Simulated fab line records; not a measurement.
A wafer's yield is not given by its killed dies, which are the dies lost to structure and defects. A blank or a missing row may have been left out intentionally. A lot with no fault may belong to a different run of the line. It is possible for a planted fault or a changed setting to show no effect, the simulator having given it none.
Comparing a struck lot with a sound one + flow sky130 + 18 out of 708 route steps
Sound: these wafers, L343.2, L343.5, L343.6. Wafers struck: L363.2, L363.5, L363.6. Last of all comes the cause.
At each step with rows: each side's tool, then ch and its chambers, then its first start. Under that, the readings that differ: sound wafers + struck wafers + difference of the means + sigmas: that difference in standard deviations of wafers without a fault.
alike: readings with means less than 2 such deviations apart, plus words and numbers identical on both sides. not compared: withheld readings, readings lacking a value on some wafer, bounds such as >300 that could conceal the same value, and numbers that have no deviation in the record and whose values overlap.
A row with sigmas, a row that says differs or no value, or rows on one side alone: a step with any of these is where the two part. Numbers that have no deviation but don't overlap get no sigmas and don't part them. A reading missing from all wafers of one side parts the sides only when that side holds two or more wafers.

first, 4 steps without rows for these wafers: SKY_VT_ADJUST_LVTN_SOFTBAKE_14 (time 60 s); SKY_VT_ADJUST_LVTN_EXPOSE_15 (exposes mask HVN STD DERIVED, target cd 600 nm); SKY_VT_ADJUST_LVTN_PEB_16; SKY_VT_ADJUST_LVTN_DEVELOP_17 (develop time 60 s).
SKY_VT_ADJUST_LVTN_OVL_MEAS_18:
  sound: overlay-02 at day 7 21:01; struck: overlay-02 at day 13 13:36
  alike: VT_ADJUST_LVTN_01_OVL
following that, these wafers have no rows for 1 step: SKY_VT_ADJUST_LVTN_IMPLANT_19.
SKY_VT_ADJUST_LVTN_STRIP_20: strips in O2/N2.
  sound on plasma-asher-01 ch 0,1, day 7 21:11; struck on plasma-asher-04 ch 0,1, day 13 13:47
| reading                      | sound             | struck            | difference | sigmas |
|------------------------------|-------------------|-------------------|------------|--------|
| strip-time-to-endpoint-s (s) | 14.08 14.14 14.14 | 14.18 14.21 14.23 | +0.09      | +2     |
  alike: chamber-pressure-mTorr, drypump-motor-current-A, n2-flow-sccm, oes-product-au
  not compared: rf-hours-counter-h
SKY_VT_ADJUST_LVTN_TW_MEAS_21:
  sound: film-metro-03 at day 7 21:18; struck: film-metro-01 at day 13 13:53
  alike: VT_ADJUST_LVTN_2_TW
then, 4 steps without rows for these wafers: SKY_VT_ADJUST_NCORE_DEHYDRATE_00 (time 60 s); SKY_VT_ADJUST_NCORE_HMDS_01 (prime time 60 s); SKY_VT_ADJUST_NCORE_COAT_02 (resist thk 1130 nm); SKY_VT_ADJUST_NCORE_SOFTBAKE_03 (time 60 s).
SKY_VT_ADJUST_NCORE_EXPOSE_04: exposes mask LVTN COMPLEMENT THIN, target cd 380 nm.
  sound on iline-stepper-02 ch 0, day 8 07:20; struck on iline-stepper-01 ch 0, day 14 03:16
  alike: mask
then, 2 steps without rows for these wafers: SKY_VT_ADJUST_NCORE_PEB_05; SKY_VT_ADJUST_NCORE_DEVELOP_06 (develop time 60 s).
SKY_VT_ADJUST_NCORE_CD_MEAS_07: the cd target is 380 nm.
  sound: cd-sem-02 at day 8 18:07; struck: cd-sem-01 at day 14 16:25
| reading    | sound             | struck            | difference | sigmas |
|------------|-------------------|-------------------|------------|--------|
| cd-nm (nm) | 381.4 381.4 381.4 | 372.4 366.6 359.4 | -15.3      | -7     |
  not compared: hold
SKY_VT_ADJUST_NCORE_OVL_MEAS_08:
  sound: overlay-01 at day 8 18:13; struck: overlay-01 at day 14 20:09
| reading                  | sound       | struck                                                                     | difference                   | sigmas |
|--------------------------|-------------|----------------------------------------------------------------------------|------------------------------|--------|
| hold                     | - - -       | await-dispo/3.6h/release await-dispo/3.6h/release await-dispo/3.6h/release | no value on the sound wafers |        |
| VT_ADJUST_NCORE_OVL (nm) | 2.9 2.4 3.1 | -2.1 -2.5 -2.1                                                             | -5.0                         | -3     |
SKY_PAD_OPEN_PROBE_99:
  rows exist in the record for the sound wafers here (prober-02, day 45 18:49), none for the struck ones

WHERE THEY PART
At SKY_VT_ADJUST_LVTN_STRIP_20 first; at SKY_PAD_OPEN_PROBE_99 last (within this record only).

WHY: whatever the simulator had introduced
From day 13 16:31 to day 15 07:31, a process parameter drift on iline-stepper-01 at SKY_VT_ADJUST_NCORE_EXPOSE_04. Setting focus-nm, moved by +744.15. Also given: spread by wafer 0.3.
